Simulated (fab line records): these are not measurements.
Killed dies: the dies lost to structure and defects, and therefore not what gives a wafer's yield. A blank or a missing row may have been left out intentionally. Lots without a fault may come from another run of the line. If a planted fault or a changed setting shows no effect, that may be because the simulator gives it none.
fab line records + flow sky130
record:
- lots: 7
- wafers: 19
- lastDay: 50
route steps=708 shown METAL5@664 PAD_OPEN@708
lots untouched by any fault: they come from a run of this same line in which no faults occurred
startH: start of the lot's first displayed wafer, in hours after the record's first day + waitH: hours from the lot's prior step to this one + " identical to the entry in the row above + L1.1+2: several wafers, shown together as one row + - value missing, or start not given + * or withheld: withheld + < > ~ a bound
route shown NAME@n: names a module that has steps shown in the file, with the first one's number in the route + usual: average and standard deviation across the fault-free wafers + same: alike in all rows + chamber/n: place in a boat + sites: each site's reading + _std_site: their standard deviation + _edge_site: mean of outer sites minus mean of inner sites + radiusMm: for every site, how far away it sits from the centre of the wafer + mask NAME#n: copy n + behind: the most recent tool/chamber to have shaped the wafer + hold: why the lot went on hold/how many hours it stayed there/how the hold came to an end + device: whichever transistor did not switch (one of n, p or np) + end of line: tests run on the same wafers once the route is complete + step lacking rows: just its recipe + killed: at the first sort, the dies lost to defects and structure; wafer yield is something else + map: a wafer's dies, marking killed ones x, the rest . and places with no die _
set.NAME: the setting as run; set.NAME@STEP: as run at that earlier step + model.NAME: the simulator's own value behind a step, which no gauge read
a table for each step, a row for each wafer; lots at some steps of the route
services: from which hour (startH, from the record's first day; less than 0 if before it) a tool's chamber was out of use, for how many hours, and why
== steps ==
step: SKY_METAL5_SPUTTER_03
recipe:
- material: Ti
- targetThkNm: 5
- powerW: 3000
- timeS: 3.3
- chamberPressurePa: 0.4
usual:
- throttleValvePct: 29.8/1.4
| lot.wafer | tool          | chamber | startH  | waitH | throttleValvePct |
|-----------|---------------|---------|---------|-------|------------------|
| L122.2    | pvdSputter-01 | -       | 1046.03 | 0.0   | 31.0             |
| L122.3    | "             | -       | "       | "     | 30.1             |
| L122.4    | "             | -       | "       | "     | 30.7             |
| L128.4    | pvdSputter-01 | -       | 1076.11 | 0.0   | 30.2             |
| L128.5    | "             | -       | "       | "     | 28.3             |
| L128.6    | "             | -       | "       | "     | 30.7             |
| L129.2    | pvdSputter-04 | -       | 1084.38 | 0.0   | 28.5             |
| L129.3    | "             | -       | "       | "     | 30.6             |
| L129.4    | "             | -       | "       | "     | 30.5             |
| L131.1    | pvdSputter-02 | -       | 1102.98 | 0.0   | 32.9             |
| L131.2    | "             | -       | "       | "     | 27.3             |
| L131.3    | "             | -       | "       | "     | 28.8             |
| L132.1    | pvdSputter-01 | -       | 1108.15 | 0.0   | 30.0             |
| L132.2    | "             | -       | "       | "     | 28.2             |
| L132.4    | "             | -       | "       | "     | 30.9             |
| L133.1    | pvdSputter-01 | -       | 1116.68 | 0.0   | 30.5             |
| L133.4    | "             | -       | "       | "     | 31.0             |
| L136.1    | pvdSputter-01 | -       | 1130.96 | 0.0   | 30.9             |
| L136.4    | "             | -       | "       | "     | 28.2             |
step: SKY_METAL5_SPUTTER_04
recipe:
- material: TiN
- targetThkNm: 70
- powerW: 6500
- timeS: 58.3
- chamberPressurePa: 0.4
usual:
- throttleValvePct: 29.8/1.4
| lot.wafer | tool          | chamber | startH  | waitH | throttleValvePct |
|-----------|---------------|---------|---------|-------|------------------|
| L122.2    | pvdSputter-01 | -       | 1046.05 | 0.0   | 30.8             |
| L122.3    | "             | -       | "       | "     | 30.3             |
| L122.4    | "             | -       | "       | "     | 30.5             |
| L128.4    | pvdSputter-01 | -       | 1076.14 | 0.0   | 30.1             |
| L128.5    | "             | -       | "       | "     | 28.2             |
| L128.6    | "             | -       | "       | "     | 30.7             |
| L129.2    | pvdSputter-04 | -       | 1084.39 | 0.0   | 28.7             |
| L129.3    | "             | -       | "       | "     | 30.6             |
| L129.4    | "             | -       | "       | "     | 30.5             |
| L131.1    | pvdSputter-02 | -       | 1103.00 | 0.0   | 32.7             |
| L131.2    | "             | -       | "       | "     | 27.4             |
| L131.3    | "             | -       | "       | "     | 28.8             |
| L132.1    | pvdSputter-01 | -       | 1108.17 | 0.0   | 30.3             |
| L132.2    | "             | -       | "       | "     | 28.3             |
| L132.4    | "             | -       | "       | "     | 30.8             |
| L133.1    | pvdSputter-01 | -       | 1116.70 | 0.0   | 30.7             |
| L133.4    | "             | -       | "       | "     | 30.7             |
| L136.1    | pvdSputter-01 | -       | 1130.98 | 0.0   | 30.9             |
| L136.4    | "             | -       | "       | "     | 28.3             |
step: SKY_METAL5_RS_MEAS_05
recipe:
- thkMeasGauge: four-point-probe
- reads: TiN_of_METAL5_SPUTTER_04+Ti_of_METAL5_SPUTTER_03+AlCu_of_METAL5_SPUTTER_02+TiN_of_METAL5_SPUTTER_01+Ti_of_METAL5_SPUTTER_00
usual:
- METAL5_ALCU_RS: 0.02698/0.0003
| lot.wafer | tool         | chamber | startH  | waitH | METAL5_ALCU_RS[ohm/sq] |
|-----------|--------------|---------|---------|-------|------------------------|
| L122.2    | filmMetro-02 | -       | 1046.12 | 0.0   | 0.02707                |
| L122.3    | "            | -       | "       | "     | 0.02707                |
| L122.4    | "            | -       | "       | "     | 0.02706                |
| L128.4    | filmMetro-04 | -       | 1076.23 | 0.1   | 0.02675                |
| L128.5    | "            | -       | "       | "     | 0.02667                |
| L128.6    | "            | -       | "       | "     | 0.02674                |
| L129.2    | filmMetro-02 | -       | 1084.46 | 0.0   | 0.02698                |
| L129.3    | "            | -       | "       | "     | 0.02704                |
| L129.4    | "            | -       | "       | "     | 0.02701                |
| L131.1    | filmMetro-04 | -       | 1103.09 | 0.1   | 0.02717                |
| L131.2    | "            | -       | "       | "     | 0.02723                |
| L131.3    | "            | -       | "       | "     | 0.027                  |
| L132.1    | filmMetro-04 | -       | 1108.22 | 0.0   | 0.02698                |
| L132.2    | "            | -       | "       | "     | 0.02687                |
| L132.4    | "            | -       | "       | "     | 0.02673                |
| L133.1    | filmMetro-04 | -       | 1116.81 | 0.1   | 0.02659                |
| L133.4    | "            | -       | "       | "     | 0.02654                |
| L136.1    | filmMetro-04 | -       | 1131.14 | 0.1   | 0.02696                |
| L136.4    | "            | -       | "       | "     | 0.027                  |
step: SKY_METAL5_THK_MEAS_06
recipe:
- thkMeasGauge: xrf
- reads: AlCu_of_METAL5_SPUTTER_02
usual:
- METAL5_ALCU_THK: 1155/14
| lot.wafer | tool         | chamber | startH  | waitH | METAL5_ALCU_THK[nm] |
|-----------|--------------|---------|---------|-------|---------------------|
| L122.2    | filmMetro-02 | -       | 1046.23 | 0.1   | 1163                |
| L122.3    | "            | -       | "       | "     | 1150                |
| L122.4    | "            | -       | "       | "     | 1154                |
| L128.4    | filmMetro-04 | -       | 1076.32 | 0.1   | 1158                |
| L128.5    | "            | -       | "       | "     | 1170                |
| L128.6    | "            | -       | "       | "     | 1163                |
| L129.2    | filmMetro-02 | -       | 1084.57 | 0.1   | 1150                |
| L129.3    | "            | -       | "       | "     | 1154                |
| L129.4    | "            | -       | "       | "     | 1158                |
| L131.1    | filmMetro-04 | -       | 1103.21 | 0.1   | 1135                |
| L131.2    | "            | -       | "       | "     | 1136                |
| L131.3    | "            | -       | "       | "     | 1147                |
| L132.1    | filmMetro-04 | -       | 1108.34 | 0.1   | 1149                |
| L132.2    | "            | -       | "       | "     | 1158                |
| L132.4    | "            | -       | "       | "     | 1172                |
| L133.1    | filmMetro-04 | -       | 1116.93 | 0.1   | 1172                |
| L133.4    | "            | -       | "       | "     | 1172                |
| L136.1    | filmMetro-04 | -       | 1131.26 | 0.1   | 1151                |
| L136.4    | "            | -       | "       | "     | 1155                |
step: SKY_METAL5_DEHYDRATE_07
recipe:
- tempC: 200
- timeS: 60
step: SKY_METAL5_HMDS_08
recipe:
- primeTimeS: 60
- primeTempC: 120
step: SKY_METAL5_COAT_09
recipe:
- resist: NOVOLAK
- spinRpm: 3000
- resistThkNm: 1800
step: SKY_METAL5_SOFTBAKE_10
recipe:
- tempC: 90
- timeS: 60
- resist: NOVOLAK
step: SKY_METAL5_EXPOSE_11
recipe:
- maskId: MM5
- na: 0.6
- sourceShape: conventional
- sigmaOuter: 0.6
- polarization: unpolarized
- targetCdNm: 1600
- doseMj: 190
step: SKY_METAL5_PEB_12
recipe:
- tempC: withheld
- timeS: *
- resist: NOVOLAK
step: SKY_METAL5_DEVELOP_13
recipe:
- resist: NOVOLAK
- developer: TMAH
- developTimeS: 60
- devTempC: 23
step: SKY_METAL5_DESCUM_14
recipe:
- chemistry: O2
- sourcePowerW: 150
- biasPowerW: 0
- pressureMtorr: 10
- tempC: 40
- timeS: 11
usual:
- drypumpMotorCurrentA: 5.94/0.26
- heBacksideLeakSccm: 3.4/0.31
- oesProductAu: 1.004/0.007
| lot.wafer | tool        | chamber | startH  | waitH | drypumpMotorCurrentA | heBacksideLeakSccm | oesProductAu | rfHoursCounterH |
|-----------|-------------|---------|---------|-------|----------------------|--------------------|--------------|-----------------|
| L122.2    | rieMetal-03 | 0       | 1068.51 | 0.1   | 6.22                 | 3.5                | 1.007        | 12              |
| L122.3    | "           | 0       | "       | "     | 6.20                 | 3.4                | 1.001        | -               |
| L122.4    | "           | 1       | "       | "     | 5.64                 | 3.5                | 1.004        | -               |
| L128.4    | rieMetal-03 | 1       | 1097.95 | 0.1   | 5.62                 | 3.6                | 1.005        | -               |
| L128.5    | "           | 0       | "       | "     | 6.25                 | 3.1                | 1.004        | -               |
| L128.6    | "           | 1       | "       | "     | 5.64                 | 3.5                | 1.006        | -               |
| L129.2    | rieMetal-03 | 1       | 1105.46 | 0.1   | 5.64                 | 3.4                | 1.001        | 24              |
| L129.3    | "           | 1       | "       | "     | 5.62                 | 3.3                | 1.009        | -               |
| L129.4    | "           | 0       | "       | "     | 6.22                 | 3.8                | 1.001        | -               |
| L131.1    | rieMetal-03 | 0       | 1123.56 | 0.1   | 6.22                 | 3.3                | 1.000        | 16              |
| L131.2    | "           | 1       | "       | "     | 5.64                 | 3.4                | 0.994        | 26              |
| L131.3    | "           | 1       | "       | "     | 5.63                 | 3.5                | 0.996        | -               |
| L132.1    | rieMetal-03 | 0       | 1128.59 | 0.1   | 6.21                 | 3.2                | 0.984        | 17              |
| L132.2    | "           | 1       | "       | "     | 5.65                 | 3.4                | 1.009        | 26              |
| L132.4    | "           | 0       | "       | "     | 6.21                 | 3.3                | 1.004        | -               |
| L133.1    | rieMetal-03 | 1       | 1136.96 | 0.1   | 5.63                 | 3.6                | 1.008        | 27              |
| L133.4    | "           | 0       | "       | "     | 6.25                 | 3.5                | 0.997        | -               |
| L136.1    | rieMetal-03 | 1       | 1150.84 | 0.1   | 5.63                 | 3.5                | 1.011        | 28              |
| L136.4    | "           | 0       | "       | "     | 6.21                 | 3.3                | 1.007        | -               |
step: SKY_METAL5_METAL_ETCH_15
recipe:
- targetDepthA: 12600
- stopOn: SiO2
- overEtchFrac: 0.2
- timeS: 252
- chemistry: Cl2/BCl3
- resistSidewallDeg: 86
- pressureMtorr: 10
- icpW: 900
- biasW: 48.5
- Cl2_flow_sccm: 60
- bcl3FlowSccm: 30
usual:
- drypumpMotorCurrentA: 5.94/0.26
- heBacksideLeakSccm: 3.44/0.16
- oesProductAu: 0.894/0.0049
- overEtchFrac: 0.2/0
- throttleValvePct: 22.264/0.0096
| lot.wafer | tool        | chamber | startH  | waitH | drypumpMotorCurrentA | heBacksideLeakSccm | oesProductAu | overEtchFrac | rfHoursCounterH | throttleValvePct |
|-----------|-------------|---------|---------|-------|----------------------|--------------------|--------------|--------------|-----------------|------------------|
| L122.2    | rieMetal-03 | 0       | 1068.54 | 0.0   | 6.21                 | 3.43               | 0.897        | 0.2          | 12              | 22.273           |
| L122.3    | "           | 0       | "       | "     | 6.22                 | 3.39               | 0.892        | 0.2          | -               | 22.265           |
| L122.4    | "           | 1       | "       | "     | 5.65                 | 3.63               | 0.897        | 0.2          | -               | 22.259           |
| L128.4    | rieMetal-03 | 1       | 1098.05 | 0.1   | 5.64                 | 3.57               | 0.894        | 0.2          | -               | 22.270           |
| L128.5    | "           | 0       | "       | "     | 6.20                 | 3.60               | 0.899        | 0.2          | -               | 22.278           |
| L128.6    | "           | 1       | "       | "     | 5.64                 | 3.55               | 0.896        | 0.2          | -               | 22.274           |
| L129.2    | rieMetal-03 | 1       | 1105.49 | 0.0   | 5.62                 | 3.40               | 0.893        | 0.2          | 24              | 22.251           |
| L129.3    | "           | 1       | "       | "     | 5.64                 | 3.56               | 0.888        | 0.2          | -               | 22.262           |
| L129.4    | "           | 0       | "       | "     | 6.21                 | 3.29               | 0.888        | 0.2          | -               | 22.262           |
| L131.1    | rieMetal-03 | 0       | 1123.60 | 0.0   | 6.20                 | 3.59               | 0.896        | 0.2          | 16              | 22.261           |
| L131.2    | "           | 1       | "       | "     | 5.64                 | 3.56               | 0.890        | 0.2          | 26              | 22.264           |
| L131.3    | "           | 1       | "       | "     | 5.64                 | 3.56               | 0.895        | 0.2          | -               | 22.266           |
| L132.1    | rieMetal-03 | 0       | 1128.63 | 0.0   | 6.21                 | 3.56               | 0.900        | 0.18547      | 17              | 22.258           |
| L132.2    | "           | 1       | "       | "     | 5.63                 | 3.54               | 0.897        | 0.2          | 26              | 22.269           |
| L132.4    | "           | 0       | "       | "     | 6.20                 | 3.66               | 0.903        | 0.2          | -               | 22.284           |
| L133.1    | rieMetal-03 | 1       | 1136.99 | 0.0   | 5.64                 | 3.56               | 0.896        | 0.18547      | 27              | 22.260           |
| L133.4    | "           | 0       | "       | "     | 6.22                 | 3.58               | 0.896        | 0.2          | -               | 22.254           |
| L136.1    | rieMetal-03 | 1       | 1150.88 | 0.0   | 5.63                 | 3.49               | 0.892        | 0.18547      | 28              | 22.255           |
| L136.4    | "           | 0       | "       | "     | 6.22                 | 3.33               | 0.893        | 0.2          | -               | 22.271           |
step: SKY_METAL5_STRIP_16
recipe:
- chemistry: O2/N2
- powerW: 1400
- pressureMtorr: 1500
- platenTempC: withheld
- o2FlowSccm: 3000
- n2FlowSccm: 300
- overashFraction: 0.5
usual:
- drypumpMotorCurrentA: 5.8/0.4
- oesProductAu: 0.710/0.0045
- stripTimeToEndpointS: 13.01/0.1
| lot.wafer | tool           | chamber | startH  | waitH | drypumpMotorCurrentA | oesProductAu | rfHoursCounterH | stripTimeToEndpointS |
|-----------|----------------|---------|---------|-------|----------------------|--------------|-----------------|----------------------|
| L122.2    | plasmaAsher-02 | 0       | 1068.78 | 0.2   | 6.0                  | 0.711        | 96              | 13.08                |
| L122.3    | "              | 0       | "       | "     | 6.0                  | 0.708        | -               | 13.19                |
| L122.4    | "              | 1       | "       | "     | 6.1                  | 0.714        | -               | 13.01                |
| L128.4    | plasmaAsher-04 | 1       | 1098.24 | 0.1   | 6.1                  | 0.706        | -               | 13.06                |
| L128.5    | "              | 1       | "       | "     | 6.1                  | 0.709        | -               | 13.08                |
| L128.6    | "              | 0       | "       | "     | 5.3                  | 0.706        | -               | 13.11                |
| L129.2    | plasmaAsher-02 | 0       | 1105.73 | 0.2   | 6.0                  | 0.710        | 100             | 12.95                |
| L129.3    | "              | 0       | "       | "     | 6.0                  | 0.712        | -               | 12.92                |
| L129.4    | "              | 1       | "       | "     | 6.1                  | 0.704        | -               | 12.96                |
| L131.1    | plasmaAsher-01 | 0       | 1123.83 | 0.2   | 6.0                  | 0.717        | 37              | 12.96                |
| L131.2    | "              | 1       | "       | "     | 5.1                  | 0.709        | 37              | 12.89                |
| L131.3    | "              | 1       | "       | "     | 5.1                  | 0.710        | -               | 12.89                |
| L132.1    | plasmaAsher-01 | 1       | 1128.86 | 0.2   | 5.2                  | 0.710        | 37              | 13.11                |
| L132.2    | "              | 0       | "       | "     | 6.0                  | 0.704        | 37              | 12.83                |
| L132.4    | "              | 0       | "       | "     | 6.0                  | 0.708        | -               | 12.92                |
| L133.1    | plasmaAsher-04 | 0       | 1137.23 | 0.2   | 5.3                  | 0.715        | 7               | 13.17                |
| L133.4    | "              | 0       | "       | "     | 5.3                  | 0.717        | -               | 13.15                |
| L136.1    | plasmaAsher-02 | 1       | 1151.11 | 0.2   | 6.1                  | 0.714        | 104             | 13.08                |
| L136.4    | "              | 0       | "       | "     | 6.0                  | 0.716        | -               | 13.00                |
step: SKY_PAD_OPEN_PROBE_99
usual:
- defectLimitedYield: 82.3/1.8
- killed_at_M0_to_M3: 43/6.9
- killed_at_M4_up: 3.2/1.6
- killedAtContacts: 25/5.1
- killedAtFrontEnd: 16/4.5
- killedAtOther: 0.3/0.68
- killedDies: 87/8.9
- killedOpen: 48/6.9
- killedShort: 39/6.3
- sort_bin_3_pad_short: 0.8/0.4
- sort_bin_5_function: 10.5/1.4
- sort_bin_6_memory: 6.4/1.1
- sortNPass: 405/8.9
- sortYieldPct: 82.3/1.8
same:
- grossDies: 492
- killedAtBackSide: 0
- sort_bin_4_leakage[%]: 0
- sort_bin_8_speed[%]: 0
| lot.wafer | tool      | chamber | startH  | waitH | defectLimitedYield[%] | killed_at_M0_to_M3 | killed_at_M4_up | killedAtContacts | killedAtFrontEnd | killedAtOther | killedDies | killedOpen | killedShort | sort_bin_3_pad_short[%] | sort_bin_5_function[%] | sort_bin_6_memory[%] | sortNPass | sortYieldPct[%] |
|-----------|-----------|---------|---------|-------|-----------------------|--------------------|-----------------|------------------|------------------|---------------|------------|------------|-------------|-------------------------|------------------------|----------------------|-----------|-----------------|
| L122.2    | prober-01 | -       | 1114.80 | 0.1   | 83.5                  | 37                 | 3               | 27               | 14               | 0             | 81         | 51         | 30          | 0.6                     | 9.3                    | 6.5                  | 411       | 83.5            |
| L122.3    | prober-01 | -       | 1114.85 | 0.2   | 83.3                  | 43                 | 1               | 27               | 11               | 0             | 82         | 43         | 38          | 1.2                     | 9.3                    | 6.1                  | 410       | 83.3            |
| L122.4    | prober-01 | -       | 1114.90 | 0.2   | 79.7                  | 45                 | 3               | 29               | 23               | 0             | 100        | 59         | 41          | 0.8                     | 11.8                   | 7.7                  | 392       | 79.7            |
| L128.4    | prober-02 | -       | 1142.10 | 0.2   | 80.1                  | 49                 | 5               | 26               | 18               | 0             | 98         | 51         | 47          | 1.6                     | 11.0                   | 7.3                  | 394       | 80.1            |
| L128.5    | prober-02 | -       | 1142.15 | 0.2   | 82.7                  | 40                 | 3               | 31               | 10               | 1             | 85         | 53         | 32          | 0.6                     | 9.8                    | 6.9                  | 407       | 82.7            |
| L128.6    | prober-02 | -       | 1142.20 | 0.2   | 83.3                  | 44                 | 2               | 23               | 13               | 0             | 82         | 51         | 31          | 0.8                     | 9.8                    | 6.1                  | 410       | 83.3            |
| L129.2    | prober-01 | -       | 1148.69 | 0.1   | 81.1                  | 49                 | 1               | 25               | 18               | 0             | 93         | 51         | 42          | 1.0                     | 10.4                   | 7.5                  | 399       | 81.1            |
| L129.3    | prober-01 | -       | 1148.74 | 0.2   | 81.5                  | 47                 | 4               | 29               | 10               | 1             | 91         | 50         | 40          | 0.8                     | 10.6                   | 7.1                  | 401       | 81.5            |
| L129.4    | prober-01 | -       | 1148.79 | 0.2   | 80.3                  | 44                 | 5               | 29               | 19               | 0             | 97         | 64         | 33          | 1.0                     | 13.2                   | 5.5                  | 395       | 80.3            |
| L131.1    | prober-01 | -       | 1164.83 | 0.1   | 86.0                  | 35                 | 2               | 20               | 12               | 0             | 69         | 34         | 35          | 1.2                     | 8.7                    | 4.1                  | 423       | 86.0            |
| L131.2    | prober-01 | -       | 1164.88 | 0.1   | 85.2                  | 32                 | 3               | 27               | 11               | 0             | 73         | 43         | 30          | 0.4                     | 8.1                    | 6.3                  | 419       | 85.2            |
| L131.3    | prober-01 | -       | 1164.93 | 0.2   | 86.0                  | 36                 | 4               | 21               | 8                | 0             | 69         | 37         | 32          | 0.4                     | 8.1                    | 5.5                  | 423       | 86.0            |
| L132.1    | prober-02 | -       | 1170.49 | 0.1   | 83.9                  | 26                 | 4               | 33               | 15               | 1             | 79         | 44         | 34          | 0.8                     | 9.8                    | 5.5                  | 413       | 83.9            |
| L132.2    | prober-02 | -       | 1170.54 | 0.1   | 83.1                  | 48                 | 4               | 16               | 14               | 1             | 83         | 43         | 39          | 0.2                     | 10.6                   | 6.1                  | 409       | 83.1            |
| L132.4    | prober-02 | -       | 1170.64 | 0.2   | 82.7                  | 40                 | 0               | 19               | 26               | 0             | 85         | 45         | 40          | 0.6                     | 10.8                   | 5.9                  | 407       | 82.7            |
| L133.1    | prober-01 | -       | 1177.84 | 0.1   | 82.3                  | 45                 | 6               | 21               | 15               | 0             | 87         | 46         | 41          | 0.6                     | 8.3                    | 8.7                  | 405       | 82.3            |
| L133.4    | prober-01 | -       | 1177.99 | 0.2   | 81.3                  | 59                 | 0               | 15               | 17               | 1             | 92         | 54         | 38          | 0.6                     | 10.4                   | 7.7                  | 400       | 81.3            |
| L136.1    | prober-02 | -       | 1190.78 | 0.1   | 83.3                  | 46                 | 2               | 18               | 16               | 0             | 82         | 39         | 43          | 1.6                     | 9.6                    | 5.5                  | 410       | 83.3            |
| L136.4    | prober-02 | -       | 1190.93 | 0.2   | 82.1                  | 41                 | 2               | 29               | 16               | 0             | 88         | 55         | 33          | 1.0                     | 8.7                    | 8.1                  | 404       | 82.1            |
killed by level:class
L122.2 CONTACT:geometricParticle:open=14 VIA1:geometricParticle:open=13 LI_CONTACT:geometricParticle:open=6 FIELD_ISO:geometricParticle:short=5 VIA2:geometricParticle:open=5 VIA1:geometricParticle:short=4 FIELD_ISO:geometricParticle:open=3 POLY_GATE:geometricParticle:short=3
L122.3 CONTACT:geometricParticle:open=10 VIA1:geometricParticle:open=8 METAL1:geometricParticle:short=7 LI_CONTACT:geometricParticle:open=6 LOCAL_INTERCONNECT:geometricParticle:short=6 VIA2:geometricParticle:open=6 VIA3:geometricParticle:open=5 METAL3:geometricParticle:short=5
L122.4 CONTACT:geometricParticle:open=13 VIA2:geometricParticle:open=9 VIA1:geometricParticle:open=8 FIELD_ISO:geometricParticle:open=6 METAL1:geometricParticle:short=6 VIA3:geometricParticle:open=6 FIELD_ISO:geometricParticle:short=5 LI_CONTACT:geometricParticle:open=5
L128.4 VIA1:geometricParticle:open=13 LI_CONTACT:geometricParticle:open=9 FIELD_ISO:geometricParticle:short=7 VIA2:geometricParticle:open=7 CONTACT:geometricParticle:open=7 METAL2:geometricParticle:short=7 METAL1:geometricParticle:short=6 FIELD_ISO:geometricParticle:open=5
L128.5 CONTACT:geometricParticle:open=16 VIA1:geometricParticle:open=10 VIA3:geometricParticle:open=7 LI_CONTACT:geometricParticle:open=6 VIA1:geometricParticle:short=5 VIA2:geometricParticle:open=5 CONTACT:geometricParticle:short=4 VIA2:geometricParticle:short=4
L128.6 VIA1:geometricParticle:open=11 LI_CONTACT:geometricParticle:open=10 CONTACT:geometricParticle:open=8 VIA2:geometricParticle:open=7 VIA3:geometricParticle:open=7 FIELD_ISO:geometricParticle:short=4 METAL2:geometricParticle:short=4 POLY_GATE:geometricParticle:short=3
L129.2 VIA1:geometricParticle:open=15 LOCAL_INTERCONNECT:geometricParticle:short=8 VIA2:geometricParticle:open=7 POLY_GATE:geometricParticle:open=6 LI_CONTACT:geometricParticle:open=6 VIA2:geometricParticle:short=6 VIA3:geometricParticle:open=6 CONTACT:geometricParticle:short=5
L129.3 VIA1:geometricParticle:open=10 CONTACT:geometricParticle:open=9 LI_CONTACT:geometricParticle:open=7 LI_CONTACT:geometricParticle:short=6 VIA2:geometricParticle:open=6 LOCAL_INTERCONNECT:geometricParticle:short=5 VIA3:geometricParticle:open=5 METAL1:geometricParticle:open=5
L129.4 VIA1:geometricParticle:open=12 CONTACT:geometricParticle:open=11 VIA3:geometricParticle:open=9 LI_CONTACT:geometricParticle:open=6 POLY_GATE:geometricParticle:open=5 POLY_GATE:geometricParticle:short=5 VIA2:geometricParticle:open=5 CONTACT:geometricParticle:short=5
L131.1 VIA1:geometricParticle:open=9 CONTACT:geometricParticle:open=5 METAL2:geometricParticle:short=5 POLY_GATE:geometricParticle:short=4 LI_CONTACT:geometricParticle:short=4 LI_CONTACT:geometricParticle:open=4 CONTACT:geometricParticle:short=4 METAL1:geometricParticle:short=4
L131.2 LI_CONTACT:geometricParticle:open=10 VIA2:geometricParticle:open=10 CONTACT:geometricParticle:open=8 METAL2:geometricParticle:short=6 POLY_GATE:geometricParticle:open=5 LOCAL_INTERCONNECT:geometricParticle:short=4 METAL1:geometricParticle:short=4 VIA3:geometricParticle:open=4
L131.3 VIA2:geometricParticle:open=9 VIA3:geometricParticle:open=9 LI_CONTACT:geometricParticle:short=8 LI_CONTACT:geometricParticle:open=7 METAL4:geometricParticle:short=4 CONTACT:geometricParticle:open=3 METAL1:geometricParticle:short=3 VIA1:geometricParticle:short=3
L132.1 CONTACT:geometricParticle:open=10 CONTACT:geometricParticle:short=9 LI_CONTACT:geometricParticle:open=7 VIA2:geometricParticle:open=7 VIA1:geometricParticle:open=5 FIELD_ISO:geometricParticle:short=4 LOCAL_INTERCONNECT:geometricParticle:short=4 METAL1:geometricParticle:short=4
L132.2 VIA1:geometricParticle:open=12 METAL1:geometricParticle:short=9 CONTACT:geometricParticle:open=8 METAL2:geometricParticle:short=8 FIELD_ISO:geometricParticle:open=5 POLY_GATE:geometricParticle:open=5 VIA3:geometricParticle:short=5 CONTACT:geometricParticle:short=3
L132.4 FIELD_ISO:geometricParticle:short=14 CONTACT:geometricParticle:open=11 VIA1:geometricParticle:open=10 FIELD_ISO:geometricParticle:open=9 METAL1:geometricParticle:short=6 VIA3:geometricParticle:open=5 LI_CONTACT:geometricParticle:open=4 VIA1:geometricParticle:short=4
L133.1 CONTACT:geometricParticle:open=9 VIA2:geometricParticle:open=9 LI_CONTACT:geometricParticle:open=6 VIA1:geometricParticle:open=6 VIA1:geometricParticle:short=6 METAL2:geometricParticle:short=6 METAL1:geometricParticle:short=5 FIELD_ISO:geometricParticle:short=4
L133.4 VIA1:geometricParticle:open=16 VIA3:geometricParticle:open=9 VIA2:geometricParticle:open=9 FIELD_ISO:geometricParticle:short=5 LI_CONTACT:geometricParticle:open=5 VIA2:geometricParticle:short=5 VIA3:geometricParticle:short=5 METAL1:geometricParticle:short=4
L136.1 METAL2:geometricParticle:short=8 VIA3:geometricParticle:open=8 VIA2:geometricParticle:open=7 VIA2:geometricParticle:short=7 CONTACT:geometricParticle:open=6 VIA1:geometricParticle:open=5 LI_CONTACT:geometricParticle:short=4 FIELD_ISO:geometricParticle:open=3
L136.4 CONTACT:geometricParticle:open=12 LI_CONTACT:geometricParticle:open=10 VIA3:geometricParticle:open=9 VIA1:geometricParticle:open=7 VIA2:geometricParticle:open=7 FIELD_ISO:geometricParticle:short=6 FIELD_ISO:geometricParticle:open=5 LOCAL_INTERCONNECT:geometricParticle:short=5
== services ==
| tool           | chamber | startH  | hours | kind      |
|----------------|---------|---------|-------|-----------|
| pvdSputter-04  | -       | 1039.09 | 1.9   | repair    |
| plasmaAsher-04 | -       | 1055.25 | 9.0   | pm        |
| plasmaAsher-04 | 0       | 1055.25 | 9.0   | ventCycle |
| plasmaAsher-04 | 1       | 1055.25 | 9.0   | ventCycle |
| pvdSputter-01  | -       | 1064.13 | 2.9   | repair    |
| plasmaAsher-04 | 0       | 1064.25 | -     | clean     |
| plasmaAsher-04 | 1       | 1064.25 | -     | clean     |
| plasmaAsher-01 | -       | 1090.32 | 3.4   | repair    |
== key ==
firstSign:
- step: SKY_METAL5_METAL_ETCH_15
- reading: overEtchFrac
- direction: down
- sigmas: 99+
- usual: 0.2
- struck: 0.18547
effect none on later readings
metAt SKY_METAL5_METAL_ETCH_15
struckWafers L132.1,L133.1,L136.1
onsetBetween 1123.60 1128.63
fault:
- kind: processParameterDrift
- tool: rieMetal-03
- chamber: -
- onsetH: 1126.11
- steps: SKY_METAL5_METAL_ETCH_15
- channel: overEtchFrac
- offset: -0.014529
- shape: step
- endH: 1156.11
- scope: struckWafersOnly
- actsIn: theseRecipesOnly
- stated: 0.2
